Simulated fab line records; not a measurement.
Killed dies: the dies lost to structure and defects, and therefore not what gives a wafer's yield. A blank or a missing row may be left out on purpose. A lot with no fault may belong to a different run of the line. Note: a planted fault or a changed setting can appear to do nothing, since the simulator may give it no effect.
Comparing a struck lot with a sound one | flow sky130 | 15 out of 708 route steps
Sound: wafers L396.1, L396.2, L396.6. Wafers struck: L404.1, L404.2, L404.4. Last of all comes the cause.
Each step with rows lists, per side, the tool, then ch with its chambers, then its first start. Under that, the readings that differ: sound wafers | struck wafers | difference of the means | sigmas: that difference in standard deviations of wafers without a fault.
alike: words and numbers the same on both sides, and readings whose means are apart by under 2 such deviations; not compared: readings that were withheld, readings missing a value for some wafer, numbers with overlapping values and no deviation given by the record, and bounds like >300 which may hide the same value.
A row with sigmas, a row that says differs or no value, or rows on one side alone: a step with any of these is where the two part. Numbers that have no deviation but don't overlap get no sigmas and don't part them. A reading missing from all wafers of one side parts the sides only when that side holds two or more wafers.

SKY_VIA2_CMP_02: polishes SiO2.
  sound on cmp-01 ch 0,3, day 36 11:34; struck on cmp-02 ch 0,2,3, day 39 00:13
  alike: motor-current-A
SKY_VIA2_BOW_MEAS_03:
  struck on film-metro-03, day 39 00:28; sound on film-metro-03, day 36 11:49
  alike: VIA2_BOW
then, 8 steps without rows for these wafers: SKY_VIA2_DEHYDRATE_04 (time 60 s); SKY_VIA2_HMDS_05 (prime time 60 s); SKY_VIA2_COAT_06 (resist thk 60 nm); SKY_VIA2_COAT_07 (resist thk 450 nm); SKY_VIA2_SOFTBAKE_08 (time 90 s); SKY_VIA2_EXPOSE_09 (exposes mask VIM2, target cd 200 nm); SKY_VIA2_PEB_10; SKY_VIA2_DEVELOP_11 (develop time 60 s).
SKY_VIA2_CD_MEAS_12: the cd target is 200 nm.
  struck on cd-sem-01, day 40 01:35; sound on cd-sem-02, day 37 14:13
  alike: cd-nm
SKY_VIA2_OVL_MEAS_13:
  struck on overlay-02, day 40 01:42; sound on overlay-01, day 37 14:20
  alike: VIA2_OVL
SKY_VIA2_ETCH_14: etches BARC in N2/H2, stops on SiO2, time 45.9 s, target depth 60 nm.
  sound on rie-diel-04 ch 0,3, day 37 14:23; struck on rie-diel-01 ch 0,1,2, day 40 01:44
  reading    | sound               | struck               | difference | sigmas
  bias-w (W) | 100.13 100.74 99.65 | 107.29 107.15 107.42 | +7.11      | +25
  alike: chamber-pressure-mTorr, drypump-motor-current-A, oes-product-au, throttle-valve-pct
  not compared: rf-hours-counter-h
SKY_VIA2_ETCH_15: etches SiO2 in C4F8/O2/Ar, stops on TiN, target depth 546 nm, time 84 s.
  sound on rie-diel-04 ch 0,3, day 37 14:25; struck on rie-diel-01 ch 0,1,2, day 40 01:47
  alike: bias-w, chamber-pressure-mTorr, oes-product-au
  not compared: rf-hours-counter-h
-- the record jumps here: 9 days lie between the struck wafers' starts before and after (it left off in module VIA2 and takes up again in module PAD_OPEN, whose first step shown is number 708 of the route) --
SKY_PAD_OPEN_PROBE_99:
  struck on prober-02, day 48 19:05; sound on prober-02, day 46 21:42
  reading            | sound    | struck   | difference | sigmas
  killed_at_M0_to_M3 | 39 38 33 | 49 47 56 | +14        | +2
  alike: defect-limited-yield, killed_at_M4_up, killed-at-contacts, killed-at-front-end, killed-at-other, killed-dies, killed-open, killed-short, sort_bin_3_pad_short, sort_bin_5_function, sort_bin_6_memory, sort-n-pass, sort-yield-pct

## WHERE THEY PART
At SKY_VIA2_ETCH_14 first; at SKY_PAD_OPEN_PROBE_99 last (within this record only).

WHY: the cause the simulator had injected
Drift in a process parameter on rie-diel-01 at SKY_VIA2_ETCH_14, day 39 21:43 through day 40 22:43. Setting bias-w, moved by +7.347, from 100. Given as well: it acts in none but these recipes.
